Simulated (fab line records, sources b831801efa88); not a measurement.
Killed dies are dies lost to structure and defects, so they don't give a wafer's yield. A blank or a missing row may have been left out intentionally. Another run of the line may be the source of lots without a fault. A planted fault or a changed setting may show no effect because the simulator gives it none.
Lot-split experiment ; flow sky130 ; 5 lots, 23 wafers read, on a route of 708 steps

## THE SPLIT ITSELF
At SKY_SONOS_ONO_COAT_08 (resist thk 1140 nm), the setting spin rpm was moved away from the recipe's 3000 rpm on 7 of the 23 wafers read, by -3.7% to +4.2%. This setting was run at the recipe's value on the other wafers.

Reading taken at the split's own step.

## THE READING
NOVOLAK_of_SONOS_ONO_COAT_08.thk nm (the simulator's own value, which no gauge read), in nm, at SKY_SONOS_ONO_COAT_08 (resist thk 1140 nm). No usual value for it is given in the file. Across the 16 wafers here that went through the recipe, the average is 1139 nm and the standard deviation 4.3 nm.

wafer;tool, chamber at the split;spin rpm as run, rpm;against the recipe;NOVOLAK_of_SONOS_ONO_COAT_08.thk nm, nm;against lot-mates on the recipe
L074.1;litho track-02, 0;3000;recipe;1139;-
L074.2;litho track-02, 0;3000;recipe;1137;-
L074.4;litho track-02, 0;3000;recipe;1142;-
L074.5;litho track-02, 0;2890;-3.7%;1164;+25
L074.6;litho track-02, 0;2890;-3.7%;1163;+24
L078.1;litho track-03, 0;3000;recipe;1137;-
L078.2;litho track-03, 0;2890;-3.7%;1157;+22
L078.3;litho track-03, 0;3000;recipe;1133;-
L078.5;litho track-03, 0;2890;-3.7%;1156;+21
L078.6;litho track-03, 0;2890;-3.7%;1156;+21
L080.1;litho track-03, 0;3000;recipe;1138;-
L080.3;litho track-03, 0;3000;recipe;1140;-
L080.6;litho track-03, 0;3000;recipe;1134;-
L082.1;litho track-02, 0;3000;recipe;1145;-
L082.3;litho track-02, 0;3000;recipe;1145;-
L082.4;litho track-02, 0;3000;recipe;1144;-
L082.5;litho track-02, 0;3000;recipe;1146;-
L082.6;litho track-02, 0;3000;recipe;1143;-
L085.1;litho track-02, 0;3127;+4.2%;1113;-23
L085.2;litho track-02, 0;3000;recipe;1134;-
L085.4;litho track-02, 0;3000;recipe;1134;-
L085.5;litho track-02, 0;3000;recipe;1140;-
L085.6;litho track-02, 0;3127;+4.2%;1112;-24

THE FIT
A straight line over all 23 wafers: NOVOLAK_of_SONOS_ONO_COAT_08.thk nm changes by -5.78 nm for each +1% of spin rpm; r = -0.95; the points scatter about the line by 4.2 nm.
The same after taking each lot's own level away (the mean of its wafers on the recipe; 23 wafers): -5.9 nm for each +1%; r = -0.99; scatter 2 nm.
On that fit, the largest move of spin rpm shifts the reading by 25 nm.
The span of the lots' own levels, 1135.0 to 1144.6 nm, comes to 2.3 times the standard deviation stated above.
The two slopes are in agreement: the lot-to-lot level therefore moves the slope only a little.
Check: -25.2 nm against its lot-mates is what the line predicts for one of the wafers moved furthest among these (+4.2%) when that wafer is left out of the fit. Against them it came out at -23 nm.

## THESE WAFERS: OTHER SPLITS
Other splits were also applied to these wafers ahead of the reading. Each is held against what the fit with the lots' levels taken away leaves over:
other split on the same wafers;wafers away from the commonest value;r with NOVOLAK_of_SONOS_ONO_COAT_08.thk nm (lot level and that fit taken away)
SKY_VT_ADJUST_LVTN_SOFTBAKE_14 temp c;12;+0.03
SKY_VT_ADJUST_NCORE_COAT_02 resist thk nm;12;-0.19
SKY_VT_ADJUST_HVTR_DEVELOP_06 develop time s;9;-0.28
SKY_VT_ADJUST_PCH_COAT_02 spin rpm;8;+0.09
SKY_VT_ADJUST_PCH_IMPLANT_08 energy kev;8;-0.26
SKY_SONOS_TUNNEL_DEVELOP_06 dev temp c;10;-0.38
SKY_SONOS_ONO_OXIDATION_00 temp c;15;-0.14

## THE WHOLE CHAIN: every reading that the file lists as answering this split, in the file's order
step;what it does;reading;change (the file's fit);r (the file's)
SKY_SONOS_ONO_COAT_08;resist thk 1140 nm;NOVOLAK_of_SONOS_ONO_COAT_08.thk nm (the simulator's own value, which no gauge read);-5.89 nm for each +1% of the setting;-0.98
SKY_SONOS_ONO_STRIP_17;strips in O2/N2;strip time to endpoint s;withheld for each +1% of the setting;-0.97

## THE FILE'S OWN FIT
NOVOLAK_of_SONOS_ONO_COAT_08.thk nm changes by -5.89 nm for each +1% of spin rpm, r = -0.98.
